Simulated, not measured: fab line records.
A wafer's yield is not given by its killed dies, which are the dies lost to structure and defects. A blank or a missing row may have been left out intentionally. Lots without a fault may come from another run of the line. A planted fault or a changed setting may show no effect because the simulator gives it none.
The tool behind it: which one? + flow sky130 + 13 lots with 39 wafers sampled at 5 steps, on a route of 708 steps

WHAT THE GAUGES READ, wafer by wafer
SKY_SONOS_ONO_THK_MEAS_03.
| lot  | measured     | on            | SONOS_ONO_CVD_02_THK (nm) |
|------|--------------|---------------|---------------------------|
| L734 | day 12 00:46 | film metro-02 | 10.34 10.35 10.34         |
| L735 | day 12 09:19 | film metro-01 | 10.44 10.37 10.44         |
| L736 | day 13 15:43 | film metro-04 | 10.68 10.68 10.58         |
| L738 | day 13 19:17 | film metro-01 | 10.41 10.40 10.39         |
| L739 | day 13 19:17 | film metro-02 | 10.38 10.34 10.28         |
| L741 | day 14 03:12 | film metro-02 | 10.33 10.41 10.48         |
| L740 | day 14 03:13 | film metro-04 | 10.59 10.71 10.52         |
| L742 | day 14 14:37 | film metro-02 | 10.53 10.64 10.57         |
| L746 | day 15 13:31 | film metro-01 | 10.62 10.64 10.46         |
| L748 | day 16 03:50 | film metro-01 | 10.48 10.59 10.55         |
| L749 | day 16 12:34 | film metro-02 | 10.45 10.36 10.32         |
| L753 | day 18 00:52 | film metro-02 | 10.78 10.74 10.86         |
| L754 | day 18 09:16 | film metro-04 | 10.60 10.82 10.81         |

SKY_GATE_OXIDE_TW_MEAS_14.
| lot  | measured     | on            | GATE_OXIDE_TW     |
|------|--------------|---------------|-------------------|
| L734 | day 14 06:30 | film metro-03 | 222.4 222.1 222.4 |
| L735 | day 14 23:59 | film metro-02 | 223.4 223.8 224.6 |
| L736 | day 16 05:59 | film metro-01 | 221.8 224.3 222.3 |
| L738 | day 16 05:59 | film metro-03 | 221.5 222.9 223.6 |
| L739 | day 16 06:34 | film metro-01 | 223.7 223.1 222.6 |
| L741 | day 16 15:08 | film metro-03 | 222.3 223.6 222.9 |
| L740 | day 16 14:51 | film metro-03 | 222.6 223.0 221.8 |
| L742 | day 17 04:59 | film metro-03 | 222.8 223.7 222.4 |
| L746 | day 18 00:25 | film metro-02 | 223.4 225.0 224.0 |
| L748 | day 18 15:54 | film metro-03 | 221.7 221.6 221.9 |
| L749 | day 19 03:17 | film metro-01 | 221.2 220.5 221.8 |
| L753 | day 20 19:22 | film metro-02 | 223.1 223.2 223.0 |
| L754 | day 21 03:27 | film metro-02 | 223.4 224.1 223.8 |

SKY_LDD_P_CD_MEAS_07: target cd 380 nm.
| lot  | measured     | on        | cd nm (nm)                          |
|------|--------------|-----------|-------------------------------------|
| L734 | day 19 07:19 | cd sem-02 | 381.4 380.9 381.8                   |
| L735 | day 20 12:22 | cd sem-01 | 382.2 382.0 385.4                   |
| L736 | day 21 17:25 | cd sem-01 | 381.1 380.6 380.5                   |
| L738 | day 21 16:24 | cd sem-02 | 380.4 380.1 379.8                   |
| L739 | day 22 06:24 | cd sem-02 | 378.0 377.1 379.4                   |
| L741 | day 22 11:01 | cd sem-02 | 383.9 381.6 381.7                   |
| L740 | day 22 07:38 | cd sem-02 | 379.8 378.5 379.3                   |
| L742 | day 22 14:10 | cd sem-01 | 377.7 379.2 380.7                   |
| L746 | day 23 19:14 | cd sem-02 | 379.4 379.7 375.9                   |
| L748 | day 23 23:04 | cd sem-01 | 380.6 393.6 393.6 380.1 393.3 393.9 |
| L749 | day 24 03:30 | cd sem-01 | 392.7 376.6 393.6 392.6 376.7 394.0 |
| L753 | day 26 09:29 | cd sem-01 | 375.6 379.4 378.0                   |
| L754 | day 26 13:02 | cd sem-01 | 380.6 377.5 380.1                   |

SKY_LDD_HVP_TW_MEAS_10.
| lot  | measured     | on            | LDD_HVP_TW  |
|------|--------------|---------------|-------------|
| L734 | day 22 07:16 | film metro-04 | 459 457 457 |
| L735 | day 23 12:03 | film metro-03 | 452 453 454 |
| L736 | day 23 23:40 | film metro-04 | 456 458 460 |
| L738 | day 23 23:25 | film metro-04 | 461 459 460 |
| L739 | day 24 17:12 | film metro-03 | 452 452 449 |
| L741 | day 24 22:18 | film metro-03 | 452 449 451 |
| L740 | day 24 18:43 | film metro-03 | 447 449 451 |
| L742 | day 25 02:29 | film metro-02 | 457 456 458 |
| L746 | day 26 06:52 | film metro-04 | 459 459 459 |
| L748 | day 26 09:57 | film metro-04 | 457 458 460 |
| L749 | day 26 14:13 | film metro-03 | 454 454 454 |
| L753 | day 28 19:34 | film metro-04 | 457 457 459 |
| L754 | day 28 22:34 | film metro-03 | 454 453 455 |

WHAT TOOL EACH LOT RAN ON (gives the tool, then ch and the chambers of the sampled wafers, and finally the start)
| lot  | SKY_LDD_P_DEVELOP_06              |
|------|-----------------------------------|
| L734 | litho track-04 ch 0, day 19 07:10 |
| L735 | litho track-03 ch 0, day 20 12:13 |
| L736 | litho track-03 ch 0, day 21 17:16 |
| L738 | litho track-01 ch 0, day 21 16:15 |
| L739 | litho track-01 ch 0, day 22 06:15 |
| L741 | litho track-03 ch 0, day 22 10:52 |
| L740 | litho track-04 ch 0, day 22 07:29 |
| L742 | litho track-04 ch 0, day 22 14:02 |
| L746 | litho track-03 ch 0, day 23 19:05 |
| L748 | litho track-04 ch 0, day 23 22:55 |
| L749 | litho track-04 ch 0, day 24 03:22 |
| L753 | litho track-03 ch 0, day 26 09:14 |
| L754 | litho track-03 ch 0, day 26 12:53 |
- SKY_LDD_P_DEVELOP_06: develop time 60 s.

AS READ BY THE TOOLS THEMSELVES (means over the sampled wafers that have a number; for cases with no such wafer, the mark the record gives instead)
SKY_LDD_P_DEVELOP_06.
| lot  | tool           | developer temp C (C) |
|------|----------------|----------------------|
| L734 | litho track-04 | 22.99                |
| L735 | litho track-03 | 22.99                |
| L736 | litho track-03 | 22.92                |
| L738 | litho track-01 | 22.93                |
| L739 | litho track-01 | 23.04                |
| L741 | litho track-03 | 23.14                |
| L740 | litho track-04 | 23.00                |
| L742 | litho track-04 | 23.00                |
| L746 | litho track-03 | 23.04                |
| L748 | litho track-04 | 23.01                |
| L749 | litho track-04 | 23.13                |
| L753 | litho track-03 | 23.05                |
| L754 | litho track-03 | 23.00                |

THE ANSWER, worked out from the rows above alone
Rule: what is usual is taken from the lots themselves. The widest of any qualifying gaps counts: lots, ordered by their means at a reading, are off when they make up no more than a third of the lots, leave a main group of 4 or more, and stand apart from it by 3 or more times the standard deviation of that group's means. The tables above print the reading to a certain number of digits; a main group whose means all agree to those digits is not used. A lot without any number at a reading at which 4 lots or more have one is off too. Any other lot the step has rows for is counted as sound. The gauges are gone through in route order, then the tools' own readings, and for those a lot's mean is taken as printed above. At the first step where some lot is off, the reading lying furthest off is the one used; lots without a number count as furthest.
No lot is off at any reading shown: from this, nothing can be told.

WHAT THE SIMULATOR PUT IN
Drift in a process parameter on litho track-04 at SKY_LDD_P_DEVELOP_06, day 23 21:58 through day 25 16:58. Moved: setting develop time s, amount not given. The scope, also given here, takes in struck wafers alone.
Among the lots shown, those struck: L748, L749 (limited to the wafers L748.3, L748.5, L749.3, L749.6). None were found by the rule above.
